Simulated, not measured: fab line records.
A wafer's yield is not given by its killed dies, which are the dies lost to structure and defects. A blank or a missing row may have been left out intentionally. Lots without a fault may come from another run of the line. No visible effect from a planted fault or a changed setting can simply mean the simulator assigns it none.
fab line records -- flow gf180mcu
record: lots: 13, wafers: 39, last_day: 34
route steps=602 shown MVPSD@82 VT_IMPLANT@108 HV_LDD@199
lots with no fault: from the same line, run without faults
start_h: hours from the record's opening day to when the first of the lot's shown wafers began -- wait_h: hours since the lot's step before -- " unchanged from the row above -- L1.1+2: a row that stands for several wafers -- - no value, or no start was given -- * or withheld: withheld -- < > ~ a bound
route shown NAME@n: names a module that has steps shown in the file, with the first one's number in the route -- usual: the fault-free wafers' mean and standard deviation -- same: alike in all rows -- chamber/n: place in a boat -- sites: readings site by site -- _std_site: the standard deviation of these -- _edge_site: outer sites' mean less inner sites' -- radius_mm: how far each site lies from the wafer's centre -- mask NAME#n: copy n -- behind: the most recent tool/chamber to have shaped the wafer -- hold: reason for holding the lot/hours on hold/outcome of the hold -- device: the n, p or np transistor that did not switch -- end of line: tests run on the same wafers once the route is complete -- where a step has no rows: the recipe by itself -- killed: dies that structure and defects cost at the first sort, which is not the same as the wafer's yield -- map: a wafer's dies, x killed, . not, _ none there
set.NAME: the setting that was run; set.NAME@STEP: the one run at that earlier step -- model.NAME: the simulator's own value behind a step, which no gauge read
a sample of lots followed through the steps of the route, with each step as a table and each wafer as a row
services: when a tool's chamber went out of use (start_h, in hours from the record's first day, below 0 if earlier), for how many hours, and the reason
== steps ==
step: GF_MVPSD_EXPOSE_04
recipe: mask_id: MVPSD, target_cd_nm: 1000, na: 0.6, source_shape: conventional, sigma_outer: 0.6, dose_mj: 260
same: na: 0.6, sigma_outer: 0.6
lot.wafer,tool,chamber,start_h,wait_h,mask
L267.2+3+5,iline_stepper-02,0,93.37,-,MVPSD#0
L268.3+4+6,iline_stepper-01,0,102.97,-,MVPSD#0
L269.2+4+6,iline_stepper-02,0,107.02,-,MVPSD#0
L270.1+2+6,iline_stepper-02,0,113.63,-,MVPSD#0
L275.1+2+6,iline_stepper-02,0,148.85,-,MVPSD#0
L276.1+2+5,iline_stepper-02,0,148.97,-,MVPSD#0
L277.2+3+6,iline_stepper-01,0,158.82,-,MVPSD#0
L280.1+2+6,iline_stepper-02,0,173.97,-,MVPSD_R1#0
L281.2+3+4,iline_stepper-01,0,183.92,-,MVPSD#0
L283.3+5+6,iline_stepper-01,0,195.14,-,MVPSD#0
L287.3+5+6,iline_stepper-02,0,211.32,-,MVPSD#0
L288.2+4+6,iline_stepper-02,0,216.67,-,MVPSD#0
L289.2+3+6,iline_stepper-02,0,223.92,-,MVPSD#0
step: GF_VT_IMPLANT_OVL_MEAS_18
usual: VT_IMPLANT_01_OVL: -0.4/1.8
lot.wafer,tool,chamber,start_h,wait_h,VT_IMPLANT_01_OVL[nm]
L267.2,overlay-02,-,130.27,0.1,1.1
L267.3,overlay-02,-,130.27,0.1,0.5
L267.5,overlay-02,-,130.27,0.1,1.4
L268.3,overlay-02,-,141.13,0.1,1.5
L268.4,overlay-02,-,141.13,0.1,1.2
L268.6,overlay-02,-,141.13,0.1,1.2
L269.2,overlay-02,-,145.72,0.1,-1.8
L269.4,overlay-02,-,145.72,0.1,-0.9
L269.6,overlay-02,-,145.72,0.1,-0.3
L270.1,overlay-01,-,153.46,0.1,-3.1
L270.2,overlay-01,-,153.46,0.1,-4.0
L270.6,overlay-01,-,153.46,0.1,-1.6
L275.1,overlay-02,-,187.66,0.1,2.6
L275.2,overlay-02,-,187.66,0.1,2.7
L275.6,overlay-02,-,187.66,0.1,0.1
L276.1,overlay-01,-,187.72,0.1,-3.7
L276.2,overlay-01,-,187.72,0.1,-3.4
L276.5,overlay-01,-,187.72,0.1,-3.6
L277.2,overlay-02,-,198.32,0.1,-0.8
L277.3,overlay-02,-,198.32,0.1,-1.6
L277.6,overlay-02,-,198.32,0.1,-0.2
L280.1,overlay-02,-,214.43,0.1,-0.5
L280.2,overlay-02,-,214.43,0.1,0.4
L280.6,overlay-02,-,214.43,0.1,3.2
L281.2,overlay-01,-,227.47,0.1,1.4
L281.3,overlay-01,-,227.47,0.1,0.2
L281.4,overlay-01,-,227.47,0.1,1.6
L283.3,overlay-02,-,238.39,0.1,3.2
L283.5,overlay-02,-,238.39,0.1,1.8
L283.6,overlay-02,-,238.39,0.1,1.6
L287.3,overlay-01,-,256.19,0.1,-1.5
L287.5,overlay-01,-,256.19,0.1,-1.3
L287.6,overlay-01,-,256.19,0.1,-1.5
L288.2,overlay-01,-,262.93,0.1,-0.2
L288.4,overlay-01,-,262.93,0.1,-1.6
L288.6,overlay-01,-,262.93,0.1,-1.0
L289.2,overlay-02,-,270.83,0.1,1.2
L289.3,overlay-02,-,270.83,0.1,2.3
L289.6,overlay-02,-,270.83,0.1,2.1
step: GF_VT_IMPLANT_STRIP_31
recipe: chemistry: O2/N2, power_w: 1400, pressure_mtorr: 1500, platen_temp_c: 250, o2_flow_sccm: 3000, n2_flow_sccm: 300, overash_fraction: 0.5
usual: drypump_motor_current_A: 5.9/0.55, heater_power_w: 324/28, oes_product_au: 0.716/0.0048, strip_time_to_endpoint_s: 12.63/0.031
lot.wafer,tool,chamber,start_h,wait_h,drypump_motor_current_A,heater_power_w,oes_product_au,rf_hours_counter_h,strip_time_to_endpoint_s
L267.2,plasma_asher-01,0,146.31,0.1,5.6,328,0.718,36,12.68
L267.3,plasma_asher-01,0,146.31,0.1,5.6,316,0.724,-,12.64
L267.5,plasma_asher-01,0,146.31,0.1,5.6,329,0.713,-,12.63
L268.3,plasma_asher-01,0,157.59,0.1,5.5,316,0.708,-,12.58
L268.4,plasma_asher-01,1,157.59,0.1,6.3,272,0.717,-,12.62
L268.6,plasma_asher-01,1,157.59,0.1,6.3,284,0.716,-,12.62
L269.2,plasma_asher-02,1,161.60,0.1,6.0,345,0.720,52,12.61
L269.4,plasma_asher-02,0,161.60,0.1,6.1,340,0.720,-,12.58
L269.6,plasma_asher-02,0,161.60,0.1,6.1,338,0.723,-,12.59
L270.1,plasma_asher-03,1,169.46,0.1,6.5,300,0.712,6,12.66
L270.2,plasma_asher-03,0,169.46,0.1,4.8,361,0.716,6,12.62
L270.6,plasma_asher-03,0,169.46,0.1,4.8,364,0.722,-,12.68
L275.1,plasma_asher-02,0,205.16,0.1,6.1,335,0.721,56,12.59
L275.2,plasma_asher-02,1,205.16,0.1,6.0,343,0.725,56,12.66
L275.6,plasma_asher-02,1,205.16,0.1,6.1,347,0.719,-,12.61
L276.1,plasma_asher-01,0,205.25,0.1,5.6,321,0.717,42,12.61
L276.2,plasma_asher-01,1,205.25,0.1,6.3,272,0.721,42,12.65
L276.5,plasma_asher-01,0,205.25,0.1,5.6,328,0.718,-,12.61
L277.2,plasma_asher-03,0,215.20,0.1,4.8,368,0.711,11,12.58
L277.3,plasma_asher-03,0,215.20,0.1,4.8,361,0.718,-,12.59
L277.6,plasma_asher-03,0,215.20,0.1,4.8,370,0.705,-,12.59
L280.1,plasma_asher-01,1,232.56,0.1,6.3,273,0.716,45,12.63
L280.2,plasma_asher-01,0,232.56,0.1,5.6,326,0.712,45,12.64
L280.6,plasma_asher-01,0,232.56,0.1,5.5,327,0.720,-,12.61
L281.2,plasma_asher-02,0,246.50,0.1,6.1,335,0.714,60,12.65
L281.3,plasma_asher-02,0,246.50,0.1,6.1,330,0.706,-,12.64
L281.4,plasma_asher-02,1,246.50,0.1,6.0,350,0.719,-,12.67
L283.3,plasma_asher-01,0,256.83,0.1,5.6,326,0.714,-,12.63
L283.5,plasma_asher-01,0,256.83,0.1,5.6,324,0.718,-,12.62
L283.6,plasma_asher-01,1,256.83,0.1,6.3,282,0.717,-,12.63
L287.3,plasma_asher-03,1,275.38,0.1,6.5,301,0.711,-,12.64
L287.5,plasma_asher-03,1,275.38,0.1,6.5,308,0.706,-,12.63
L287.6,plasma_asher-03,0,275.38,0.1,4.8,363,0.711,-,12.64
L288.2,plasma_asher-02,0,282.56,0.1,6.1,341,0.722,64,12.66
L288.4,plasma_asher-02,1,282.56,0.1,6.0,336,0.720,-,12.62
L288.6,plasma_asher-02,1,282.56,0.1,6.1,348,0.715,-,12.67
L289.2,plasma_asher-02,1,290.15,0.1,6.0,343,0.715,65,12.64
L289.3,plasma_asher-02,1,290.15,0.1,6.0,359,0.713,-,12.63
L289.6,plasma_asher-02,1,290.15,0.1,6.0,344,0.723,-,12.65
step: GF_HV_LDD_TW_MEAS_23
usual: HV_LDD_2_TW: 1052/7.3
lot.wafer,tool,chamber,start_h,wait_h,HV_LDD_2_TW
L267.2,film_metro-04,-,242.94,0.1,1050
L267.3,film_metro-04,-,242.94,0.1,1047
L267.5,film_metro-04,-,242.94,0.1,1048
L268.3,film_metro-03,-,253.80,0.1,1053
L268.4,film_metro-03,-,253.80,0.1,1057
L268.6,film_metro-03,-,253.80,0.1,1056
L269.2,film_metro-03,-,262.04,0.1,1054
L269.4,film_metro-03,-,262.04,0.1,1055
L269.6,film_metro-03,-,262.04,0.1,1058
L270.1,film_metro-03,-,267.78,0.1,1059
L270.2,film_metro-03,-,267.78,0.1,1057
L270.6,film_metro-03,-,267.78,0.1,1054
L276.1,film_metro-01,-,310.58,0.1,1051
L276.2,film_metro-01,-,310.58,0.1,1054
L276.5,film_metro-01,-,310.58,0.1,1056
L275.1,film_metro-03,-,310.88,0.1,1061
L275.2,film_metro-03,-,310.88,0.1,1059
L275.6,film_metro-03,-,310.88,0.1,1050
L277.2,film_metro-01,-,318.34,0.1,1059
L277.3,film_metro-01,-,318.34,0.1,1052
L277.6,film_metro-01,-,318.34,0.1,1057
L280.1,film_metro-01,-,339.34,0.1,1045
L280.2,film_metro-01,-,339.34,0.1,1046
L280.6,film_metro-01,-,339.34,0.1,1045
L281.2,film_metro-03,-,353.64,0.1,1064
L281.3,film_metro-03,-,353.64,0.1,1059
L281.4,film_metro-03,-,353.64,0.1,1061
L283.3,film_metro-03,-,366.74,0.1,1055
L283.5,film_metro-03,-,366.74,0.1,1058
L283.6,film_metro-03,-,366.74,0.1,1058
L287.3,film_metro-03,-,389.19,0.1,1065
L287.5,film_metro-03,-,389.19,0.1,1066
L287.6,film_metro-03,-,389.19,0.1,1072
L288.2,film_metro-04,-,397.78,0.1,1037
L288.4,film_metro-04,-,397.78,0.1,1039
L288.6,film_metro-04,-,397.78,0.1,1037
L289.2,film_metro-03,-,408.81,0.1,1051
L289.3,film_metro-03,-,408.81,0.1,1056
L289.6,film_metro-03,-,408.81,0.1,1053
== services ==
tool,chamber,start_h,hours,kind
iline_stepper-01,-,72.77,4.2,repair
plasma_asher-03,-,88.16,4.4,repair
plasma_asher-03,-,108.75,9.0,pm
plasma_asher-03,0,108.75,9.0,vent_cycle
plasma_asher-03,1,108.75,9.0,vent_cycle
plasma_asher-03,0,117.75,-,clean
plasma_asher-03,1,117.75,-,clean
plasma_asher-01,-,135.20,5.2,repair
iline_stepper-01,-,144.32,7.9,repair
iline_stepper-02,-,145.91,-,consumable_replace:lamp
iline_stepper-01,-,170.32,4.4,pm
iline_stepper-02,-,174.79,4.4,pm
iline_stepper-01,-,189.20,1.7,pm
iline_stepper-02,-,262.13,1.7,pm
== key ==
first_sign: step: GF_MVPSD_EXPOSE_04, reading: mask, direction: changed
effect none on later readings
met_at GF_MVPSD_EXPOSE_04
struck_lots L280
sort_left_out L280.1,L280.2,L280.6
tester_left_out L280
not_acting_at GF_VT_IMPLANT_OVL_MEAS_18,GF_VT_IMPLANT_STRIP_31,GF_HV_LDD_TW_MEAS_23
onset_between 148.97 173.97
fault: kind: wrong_mask, tool: any, chamber: -, onset_h: 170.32, steps: GF_MVPSD_EXPOSE_04, aux_copy: MVPSD_R1#0, cd_offset_nm: -120, scope: struck_lots_only
tester_left_out: of these lots the tester's yield and bins aren't shown, on N5 and GAA mostly nor the transistor test; their killed dies are dies lost to structure and defects alone, not to doping, threshold or leakage, so they don't give the yield
sort_left_out: the simulated sort isn't trusted on such a fault, so these wafers' sort isn't shown, and their yield isn't known
